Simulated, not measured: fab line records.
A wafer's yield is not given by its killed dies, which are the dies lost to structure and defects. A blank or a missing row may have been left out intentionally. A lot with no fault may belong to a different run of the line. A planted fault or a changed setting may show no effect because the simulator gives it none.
Which tool is to blame? -- flow sky130 -- 12 lots with 35 wafers sampled at 6 steps, on a route of 708 steps

WHAT THE GAUGES READ, wafer by wafer
SKY_SD_N_RS_MEAS_17: measures by four-point-probe. Usual: SD_P_RS typically reads 147.1 ohm/sq, with standard deviation 0.38.
lot,measured,on,SD_P_RS (ohm/sq),flag
L488,day 27 03:21,film metro-02,147.3 147.0 147.6,
L490,day 27 22:16,film metro-02,147.9 147.5 147.5,
L491,day 28 17:02,film metro-03,147.0 147.0 146.6,
L494,day 29 10:53,film metro-02,147.0 147.4 146.9,
L495,day 30 02:43,film metro-03,147.2 147.3 146.9,
L497,day 30 17:11,film metro-01,146.6 147.2 147.2,
L499,day 31 10:59,film metro-01,146.7 146.8 146.6,
L500,day 31 14:52,film metro-01,146.8 146.9,
L504,day 34 11:06,film metro-02,147.0 147.0 147.3,
L509,day 35 14:35,film metro-01,147.0 147.2 147.5,
L511,day 35 22:32,film metro-01,147.2 147.2 147.0,
L510,day 36 03:02,film metro-01,147.6 147.3 147.6,

SKY_LI_CONTACT_RS_MEAS_22: measures by four-point-probe. Usual: LI_CONTACT_W_RS typically reads 0.2839 ohm/sq, with standard deviation 0.0028.
lot,measured,on,LI_CONTACT_W_RS (ohm/sq),flag
L488,day 28 09:20,film metro-02,0.2818 0.2779 0.2814,
L490,day 29 04:02,film metro-02,0.2818 0.2808 0.2765,
L491,day 29 22:25,film metro-01,0.2863 0.2839 0.2854,
L494,day 30 16:05,film metro-03,0.2779 0.2789 0.2804,
L495,day 31 07:43,film metro-03,0.2876 0.2844 0.2848,
L497,day 31 21:47,film metro-03,0.2708 0.2847 0.2835,
L499,day 32 15:26,film metro-02,0.2758 0.2761 0.2874,
L500,day 32 19:20,film metro-01,0.2720 0.2878,
L504,day 35 14:26,film metro-02,0.2818 0.2844 0.2836,
L509,day 36 17:04,film metro-01,0.2855 0.2869 0.2842,
L511,day 37 02:16,film metro-02,0.2846 0.2857 0.2828,
L510,day 37 07:17,film metro-02,0.2856 0.2850 0.2832,

SKY_LI_CONTACT_THK_MEAS_23: measures by xrf. Usual: LI_CONTACT_W_THK typically reads 408 nm, with standard deviation 6.
lot,measured,on,LI_CONTACT_W_THK (nm),flag
L488,day 28 09:26,film metro-02,411 415 411,
L490,day 29 04:08,film metro-02,415 415 419,
L491,day 29 22:32,film metro-01,406 410 409,
L494,day 30 16:13,film metro-03,417 417 412,
L495,day 31 07:49,film metro-03,400 402 402,
L497,day 31 21:53,film metro-03,427 403 404,
L499,day 32 15:33,film metro-02,424 422 407,
L500,day 32 19:27,film metro-01,425 402,
L504,day 35 14:33,film metro-02,422 415 416,
L509,day 36 17:11,film metro-01,404 403 410,
L511,day 37 02:23,film metro-02,412 410 416,
L510,day 37 07:23,film metro-02,411 412 414,

SKY_LOCAL_INTERCONNECT_CD_MEAS_11: target cd 170 nm. Usual: cd nm reads 170.0 nm (standard deviation 2).
lot,measured,on,cd nm (nm),flag
L488,day 29 14:04,cd sem-01,168.3 169.3 169.3,
L490,day 30 08:37,cd sem-01,167.1 167.5 166.9,
L491,day 31 02:44,cd sem-01,170.8 172.7 171.8,
L494,day 31 20:08,cd sem-01,170.2 168.9 168.2,
L495,day 32 11:05,cd sem-01,168.5 168.9 166.9,
L497,day 33 01:14,cd sem-02,172.3 172.7 172.5,
L499,day 33 19:05,cd sem-01,166.5 165.6 166.8,
L500,day 33 22:04,cd sem-01,169.3 168.5,
L504,day 36 16:34,cd sem-01,169.9 170.1 167.9,
L509,day 37 19:14,cd sem-02,168.9 170.6 167.9,
L511,day 38 04:26,cd sem-01,171.1 169.9 170.9,
L510,day 38 09:43,cd sem-02,170.4 170.8 170.3,

WHICH TOOL RAN EACH LOT (tool, then ch and the chambers of the sampled wafers, then the start)
lot,SKY_SD_P_STRIP_10,SKY_LI_CONTACT_CVD_21
L488,"plasma asher-01 ch 0,1, day 24 17:08","cvd w-01 ch 0, day 28 09:11"
L490,"plasma asher-01 ch 0,1, day 25 11:35","cvd w-02 ch 0,1, day 29 03:55"
L491,"plasma asher-04 ch 0,1, day 26 06:48","cvd w-02 ch 0,1, day 29 22:18"
L494,"plasma asher-01 ch 0,1, day 27 02:19","cvd w-01 ch 0,1, day 30 15:58"
L495,"plasma asher-02 ch 0,1, day 27 19:13","cvd w-02 ch 0,1, day 31 07:36"
L497,"plasma asher-02 ch 0,1, day 28 09:05","cvd w-01 ch 0,1, day 31 21:38"
L499,"plasma asher-02 ch 0,1, day 29 03:02","cvd w-01 ch 0,1, day 32 15:19"
L500,"plasma asher-02 ch 0, day 29 07:16","cvd w-01 ch 0,1, day 32 19:12"
L504,"plasma asher-01 ch 0,1, day 32 04:43","cvd w-02 ch 0,1, day 35 14:19"
L509,"plasma asher-01 ch 0,1, day 33 10:47","cvd w-01 ch 0,1, day 36 16:56"
L511,"plasma asher-04 ch 0,1, day 33 17:33","cvd w-02 ch 0, day 37 02:09"
L510,"plasma asher-02 ch 0,1, day 33 22:19","cvd w-01 ch 0,1, day 37 07:10"
- SKY_SD_P_STRIP_10: strips in O2/N2.
- SKY_LI_CONTACT_CVD_21: deposits W, target thk 400 nm, time 120.56 s.

WHAT THE TOOLS THEMSELVES READ (means of the sampled wafers that have a number; where no wafer has one, the mark that the record gives instead)
SKY_SD_P_STRIP_10. Usual: drypump motor current A 6.0 A, standard deviation 0.32; oes product au 0.617 a.u., standard deviation 0.005; strip time to endpoint s 17.50 s, standard deviation 0.037.
lot,tool,drypump motor current A (A),oes product au (a.u.),strip time to endpoint s (s),flag
L488,plasma asher-01,5.9,0.615,17.46,
L490,plasma asher-01,5.9,0.621,17.56,
L491,plasma asher-04,5.8,0.615,17.48,
L494,plasma asher-01,5.9,0.620,17.56,
L495,plasma asher-02,6.0,0.620,17.49,
L497,plasma asher-02,6.0,0.614,17.51,
L499,plasma asher-02,6.0,0.621,17.50,
L500,plasma asher-02,6.0,0.619,17.45,
L504,plasma asher-01,5.9,0.614,17.54,
L509,plasma asher-01,5.9,0.616,17.49,
L511,plasma asher-04,5.7,0.618,17.53,
L510,plasma asher-02,6.0,0.622,17.51,

SKY_LI_CONTACT_CVD_21. Usual: heater power w 794 W, standard deviation 33; susceptor temp C 400.01 C, standard deviation 0.21.
lot,tool,heater power w (W),susceptor temp C (C),flag
L488,cvd w-01,770,399.83,
L490,cvd w-02,818,400.20,
L491,cvd w-02,801,399.73,
L494,cvd w-01,766,399.85,
L495,cvd w-02,804,399.78,
L497,cvd w-01,758,400.09,
L499,cvd w-01,761,399.88,
L500,cvd w-01,756,400.08,
L504,cvd w-02,830,400.06,
L509,cvd w-01,750,399.97,
L511,cvd w-02,838,400.32,
L510,cvd w-01,763,399.85,

THE ANSWER, worked out from the rows above alone
Rule: a lot is off if the mean of its wafers that have a number lies more than 3 standard deviations from the usual mean. Also off: a lot with no number at a reading for which 4 or more lots have one. The other lots that the step has rows for count as sound. First the gauges in route order, then the tools' own readings, where a lot's mean is used as printed above. The first step at which some lot is off is used, and at that step the reading that is off furthest; a lot without a number counts as furthest.
Nothing can be told from this: no lot is off at any reading shown.

WHAT THE SIMULATOR PUT IN
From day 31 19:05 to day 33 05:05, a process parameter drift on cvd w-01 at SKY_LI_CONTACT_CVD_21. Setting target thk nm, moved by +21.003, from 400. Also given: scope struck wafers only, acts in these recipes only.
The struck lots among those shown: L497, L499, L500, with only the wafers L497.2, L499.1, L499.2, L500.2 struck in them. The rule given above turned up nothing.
